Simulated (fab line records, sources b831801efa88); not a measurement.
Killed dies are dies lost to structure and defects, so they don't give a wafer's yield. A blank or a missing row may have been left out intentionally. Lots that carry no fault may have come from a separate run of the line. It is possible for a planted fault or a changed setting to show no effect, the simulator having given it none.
One fault seen from 2 desks | flow gf180mcu | what lay behind the numbers comes last; until then each desk has only its own

== THE METROLOGY DESK ==
Means of the sampled wafers that have a number, per lot and without regard to the tool the lot ran on: this is what the gauges read. Marked OUT: a lot whose mean sits more than 4 standard deviations from the usual mean, which makes it out of limits; the brackets give that distance.
Columns: A = CONTACT_W_RS at GF_CONTACT_RS_MEAS_25, usual 0.383 ohm/sq; B = CONTACT_W_THK at GF_CONTACT_THK_MEAS_26, usual 302.9 nm; C = M1_ALCU_RS at GF_M1_RS_MEAS_05, usual 0.0697 ohm/sq; D = M1_ALCU_THK at GF_M1_THK_MEAS_06, usual 440 nm; E = cd-nm at GF_M1_CD_MEAS_14, usual 229.9 nm; F = M1_OVL at GF_M1_OVL_MEAS_15, usual -3 nm
lot  | first seen here | A     | B     | C      | D   | E     | F
L471 | day 16 18:43    | 0.383 | 306.3 | 0.0695 | 436 | 229.7 | -9
L477 | day 19 00:34    | 0.383 | 301.7 | 0.0692 | 445 | 231.8 | -8
L481 | day 20 08:22    | 0.383 | 304.9 | 0.0681 | 449 | 231.4 | -6
L487 | day 22 15:32    | 0.387 | 298.7 | 0.0706 | 430 | 232.1 | 1
L489 | day 23 04:57    | 0.381 | 303.8 | 0.0705 | 436 | 229.4 | -7
This desk found nothing out of limits on any of the 5 lots.

== THE TOOL OWNER'S DESK: pvd-sputter-02 ==
The tool's own readings at GF_M1_SPUTTER_02 (material AlCu, target thk 450 nm, time 23.9 s): means of the sampled wafers that have a number, for each lot that ran on this tool. Marked OUT: a lot whose mean sits more than 4 standard deviations from the usual mean, which makes it out of limits; the brackets give that distance.
Columns: A = chamber-pressure-pa at GF_M1_SPUTTER_02, usual 0.4104 Pa; B = throttle-valve-pct at GF_M1_SPUTTER_02, usual 30.1 %
lot  | first seen here | A      | B
L471 | day 16 19:17    | 0.4096 | 29.9
L481 | day 20 08:58    | 0.4107 | 29.9
This desk found nothing out of limits on any of the 2 lots.

== PUT TOGETHER ==
Nothing out of limits was seen by the metrology desk.
Nothing out of limits was seen by the tool owner's desk.

== WHAT THE SIMULATOR HAD INSERTED ==
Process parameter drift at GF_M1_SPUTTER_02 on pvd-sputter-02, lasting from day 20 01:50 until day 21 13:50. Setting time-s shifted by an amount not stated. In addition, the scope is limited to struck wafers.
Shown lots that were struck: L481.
